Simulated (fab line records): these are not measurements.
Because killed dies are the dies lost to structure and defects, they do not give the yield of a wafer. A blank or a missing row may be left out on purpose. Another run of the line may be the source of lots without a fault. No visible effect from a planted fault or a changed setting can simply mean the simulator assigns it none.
Chamber matching -- flow gf180mcu -- 3 sister chambers for GF_V5_CVD_02 on pecvd-01
The step deposits SiO2 from TEOS, target thk 1450 nm, time 163.28 s. 6 wafers are shown with their chamber, then 8 later ones without.

WAFERS, EACH WITH ITS CHAMBER
wafer,chamber,heater-power-w (W)
L753.6,0,671
L760.1,2,743
L760.5,2,814
L761.4,0,831
L761.5,1,737
L765.1,1,630

WAFERS MISSING THEIR CHAMBER
wafer,heater-power-w (W)
L765.3,810
L765.4,715
L767.1,744
L767.2,742
L767.3,729
L768.4,809
L768.5,837
L768.6,593

EACH ONE'S CHAMBER
wafer,from the rows above,in truth
L765.3,can't be placed: 2 or 0 or 1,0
L765.4,can't be placed: 1 or 0 or 2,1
L767.1,can't be placed: 0 or 2 or 1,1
L767.2,can't be placed: 0 or 2 or 1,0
L767.3,can't be placed: 0 or 1 or 2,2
L768.4,can't be placed: 2 or 0 or 1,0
L768.5,can't be placed: 2 or 0 or 1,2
L768.6,can't be placed: 1 or 0 or 2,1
0 of 8 placed correctly. Not placeable from these rows: 8 (in 8, the candidates include the true chamber). Number placed wrongly: 0.
How it was worked out, from the rows above alone: a wafer's distance from a chamber is the root of the sum, over the readings, of the square of ((its reading less the chamber's mean) divided by the reading's scatter). The wafer belongs to the nearest chamber; if the next one is less than 2 further off, it can't be placed. The mean given for a chamber averages the wafers shown for that chamber. The scatter: the root of (the sum of the squares of (reading less its chamber's mean) over the shown wafers, divided by (wafers less chambers)).
